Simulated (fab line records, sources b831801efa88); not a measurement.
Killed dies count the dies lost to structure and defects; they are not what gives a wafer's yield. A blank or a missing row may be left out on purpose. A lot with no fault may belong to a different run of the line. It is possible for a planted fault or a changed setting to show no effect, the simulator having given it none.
A struck lot beside a sound one | flow gf180mcu | 21 out of 602 route steps
Sound: wafers L800.2, L800.5, L800.6. Wafers L798.2, L798.3, L798.6 were the ones struck. The cause is named last.
At each step with rows: each side's tool, then ch and its chambers, then its first start. Under that, the readings that differ: sound wafers | struck wafers | difference of the means | sigmas: that difference in standard deviations of wafers without a fault.
alike: readings whose means differ by less than 2 such deviations, and words and numbers that are the same on both sides. not compared: withheld readings, readings that some wafer has no value for, bounds like >300 that may hide the same value, and numbers for which the record gives no deviation and whose values overlap.
A row with sigmas, a row that says differs or no value, or rows on one side alone: a step with any of these is where the two part. Numbers that don't overlap but have no deviation are shown without sigmas and don't part them. A reading that every wafer of one side lacks parts them only if that side has two wafers or more.

first, 2 steps without rows for these wafers: GF_M5_CLEAN_13 (cleans in DIW); GF_V5_CVD_00 (deposits SiO2, target thk 300 nm, time 50 s).
GF_V5_THK_MEAS_01:
  sound on film metro-03 at day 30 17:38; struck on film metro-03 at day 29 22:07
  alike: V5_CVD_00_THK
GF_V5_CVD_02: deposits SiO2 from TEOS, target thk 1450 nm, time 163.28 s.
  sound on pecvd-01 ch 1,2, day 30 17:41; struck on pecvd-03 ch 1,2, day 29 22:10
  alike: heater power w
GF_V5_THK_MEAS_03:
  sound on film metro-04 at day 30 17:48; struck on film metro-02 at day 29 22:17
  alike: V5_CVD_02_THK
GF_V5_CMP_04: polishes SiO2.
  sound on cmp-02 ch 0,1, day 30 17:58; struck on cmp-01 ch 0,1,2, day 29 22:20
  alike: head pressure psi, motor current A, platen rpm, slurry filter dp kPa
GF_V5_BOW_MEAS_05:
  sound on film metro-03 at day 30 18:14; struck on film metro-02 at day 29 22:39
  alike: V5_BOW
then, 5 steps without rows for these wafers: GF_V5_DEHYDRATE_06 (time 60 s); GF_V5_HMDS_07 (prime time 60 s); GF_V5_COAT_08; GF_V5_COAT_09 (resist thk 1000 nm); GF_V5_SOFTBAKE_10 (time 60 s).
GF_V5_EXPOSE_11: exposes mask Via5, target cd 260 nm.
  sound on krf scanner-02 ch 0, day 31 03:31; struck on krf scanner-01 ch 0, day 30 08:40
  reading              | sound             | struck            | difference | sigmas
  exposure dose mJ cm2 | 37.91 37.92 37.92 | 38.48 38.51 38.50 | +0.58      | +13
  alike: mask
then, 2 steps without rows for these wafers: GF_V5_PEB_12 (peb time 90 s); GF_V5_DEVELOP_13 (develop time 60 s).
GF_V5_CD_MEAS_14 targets a cd of 260 nm.
  sound on cd sem-02 at day 31 11:43; struck on cd sem-02 at day 30 16:40
  reading    | sound             | struck            | difference | sigmas
  cd nm (nm) | 258.3 258.7 258.9 | 262.1 262.1 261.1 | +3.1       | +3
GF_V5_OVL_MEAS_15:
  sound on overlay-02 at day 31 11:50; struck on overlay-02 at day 30 16:46
  alike: V5_OVL
GF_V5_ETCH_16: etches BARC in N2/H2.
  sound on rie diel-01 ch 1,2,3, day 31 11:52; struck on rie diel-02 ch 2,3, day 30 16:47
  reading             | sound             | struck            | difference | sigmas
  model.V5.cd nm (nm) | 258.5 259.1 259.4 | 260.9 262.1 260.1 | +2.0       |
  alike: chamber pressure mTorr, drypump motor current A, oes product au, throttle valve pct
GF_V5_ETCH_17: etches SiO2 in C4F8/O2/Ar, stops on TiN, target depth 855 nm.
  sound: rie diel-01 ch 1,2,3; struck: rie diel-02 ch 2,3
  reading             | sound             | struck            | difference | sigmas
  model.V5.cd nm (nm) | 258.7 259.2 260.2 | 261.1 263.3 260.5 | +2.3       |
  alike: chamber pressure mTorr, oes product au
GF_V5_STRIP_18: strips in O2/N2.
  sound on plasma asher-01 ch 0,1, day 31 12:01; struck on plasma asher-03 ch 0,1, day 30 16:56
  alike: chamber pressure mTorr, drypump motor current A, heater power w, oes product au
  not compared: rf hours counter h
GF_PASSIVATION_PROBE_99:
  rows exist in the record for the sound wafers here (prober-02, day 33 02:07), none for the struck ones

WHERE THEY PART
Last at GF_PASSIVATION_PROBE_99 as far as this record goes, first at GF_V5_EXPOSE_11.

WHY: whatever the simulator had introduced
Process parameter drift: krf scanner-01, from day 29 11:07 on, at GF_V5_EXPOSE_11. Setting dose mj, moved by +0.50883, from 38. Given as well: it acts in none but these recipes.
